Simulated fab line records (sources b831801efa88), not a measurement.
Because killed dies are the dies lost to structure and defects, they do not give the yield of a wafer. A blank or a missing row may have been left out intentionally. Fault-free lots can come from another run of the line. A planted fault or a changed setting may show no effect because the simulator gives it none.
A struck lot beside a sound one / flow sky130 / 15 steps out of a route of 708
Sound: the wafers L594.1, L594.3, L594.4. Struck: wafer L600.3. (L600.1, L600.4 of the same lot were not struck and are left out.) The cause comes at the end.
Per side, at each step with rows, come the tool, then ch with its chambers, and then its first start. Under that, the readings that differ: sound wafers / struck wafers / difference of the means / sigmas: that difference in standard deviations of wafers without a fault.
alike: readings with means less than 2 such deviations apart, plus words and numbers identical on both sides. not compared: withheld readings, readings lacking a value on some wafer, bounds such as >300 that could conceal the same value, and numbers that have no deviation in the record and whose values overlap.
A row with sigmas, a row that says differs or no value, or rows on one side alone: a step with any of these is where the two part. Numbers that have no deviation but don't overlap get no sigmas and don't part them. A reading that every wafer of one side lacks parts them only if that side has two wafers or more.

first, 4 steps without rows for these wafers: SKY_LDD_N_IMPLANT_12; SKY_LDD_N_IMPLANT_13; SKY_LDD_N_IMPLANT_14; SKY_LDD_N_IMPLANT_15.
SKY_LDD_N_STRIP_16: strips in O2/N2.
  sound on plasmaAsher-04 ch 0,1, day 18 21:56; struck on plasmaAsher-01 ch 1, day 20 23:35
  alike: drypumpMotorCurrentA, oesProductAu, stripTimeToEndpointS
  not compared: rfHoursCounterH
SKY_LDD_N_TW_MEAS_17:
  sound on filmMetro-03 at day 18 22:02; struck on filmMetro-01 at day 20 23:41
  alike: LDD_N_TW
then, 6 steps without rows for these wafers: SKY_LDD_P_DEHYDRATE_00 (time 60 s); SKY_LDD_P_HMDS_01 (prime time 60 s); SKY_LDD_P_COAT_02 (resist thk 1140 nm); SKY_LDD_P_SOFTBAKE_03 (time 60 s); SKY_LDD_P_EXPOSE_04 (exposes mask PSDM, target cd 380 nm); SKY_LDD_P_PEB_05.
SKY_LDD_P_DEVELOP_06: develop time 60 s.
  sound on lithoTrack-03 ch 0, day 20 04:24; struck on lithoTrack-03 ch 0, day 22 07:03
SKY_LDD_P_CD_MEAS_07: the cd target is 380 nm.
  sound on cdSem-02 at day 20 04:37; struck on cdSem-01 at day 22 07:12
reading=cdNm (nm); sound=380.8 380.5 381.7; struck=357.6; difference=-23.4; sigmas=-9
SKY_LDD_P_OVL_MEAS_08:
  sound on overlay-01 at day 20 04:44; struck on overlay-01 at day 22 07:19
  alike: LDD_P_OVL

WHERE THEY PART
Only at SKY_LDD_P_CD_MEAS_07, within this record. Later steps at which nothing parts them and some readings are alike: SKY_LDD_P_OVL_MEAS_08.

WHY: what had been put in by the simulator
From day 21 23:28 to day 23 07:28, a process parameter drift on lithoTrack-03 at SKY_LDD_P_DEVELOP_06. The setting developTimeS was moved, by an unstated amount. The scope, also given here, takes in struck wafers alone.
